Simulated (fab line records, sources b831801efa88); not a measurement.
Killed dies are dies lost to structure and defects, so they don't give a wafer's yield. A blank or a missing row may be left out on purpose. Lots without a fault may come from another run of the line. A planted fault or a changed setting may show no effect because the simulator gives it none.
Chamber matching | flow gf180mcu | GF_CONTACT_ETCH_17 on rie_diel-03: 4 sister chambers
The step etches SiO2 in C4F8/O2/Ar, stops on CoSi2, target depth 860 nm. 8 wafers are shown with their chamber, then 7 later ones without.

WAFERS WITH THEIR CHAMBER
wafer  | chamber | oes_product_au (a.u.) | bias_w (W)
L874.1 | 0       | 0.809                 | 1200
L874.2 | 1       | 0.816                 | 1200
L874.6 | 0       | 0.810                 | 1199
L878.1 | 3       | 0.814                 | 1201
L878.5 | 2       | 0.813                 | 1200
L878.6 | 1       | 0.813                 | 1195
L882.1 | 2       | 0.818                 | 1202
L882.2 | 3       | 0.817                 | 1201

WAFERS WITHOUT THEIR CHAMBER
wafer  | oes_product_au (a.u.) | bias_w (W)
L882.4 | 0.815                 | 1203
L889.4 | 0.813                 | 1198
L889.5 | 0.811                 | 1199
L889.6 | 0.808                 | 1200
L894.1 | 0.815                 | 1195
L894.3 | 0.818                 | 1199
L894.6 | 0.819                 | 1200

WHICH CHAMBER EACH WENT THROUGH
wafer  | from the rows above               | in truth
L882.4 | can't be placed: 2 or 3 or 1 or 0 | 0
L889.4 | can't be placed: 1 or 0 or 2 or 3 | 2
L889.5 | can't be placed: 0 or 1 or 2 or 3 | 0
L889.6 | 0                                 | 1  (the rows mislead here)
L894.1 | can't be placed: 1 or 2 or 3 or 0 | 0
L894.3 | can't be placed: 2 or 3 or 1      | 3
L894.6 | can't be placed: 2 or 3 or 1      | 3
Placed correctly: 0 of 7. Can't be placed from these rows: 6 (the true chamber is among the candidates in 6). Placed wrongly: 1.
How it was worked out, from the rows above alone: a wafer's distance from a chamber is the root of the sum, over the readings, of the square of ((its reading less the chamber's mean) divided by the reading's scatter). The wafer belongs to the nearest chamber; if the next one is less than 2 further off, it can't be placed. A chamber's mean is the mean of its shown wafers. The scatter: the root of (the sum of the squares of (reading less its chamber's mean) over the shown wafers, divided by (wafers less chambers)).
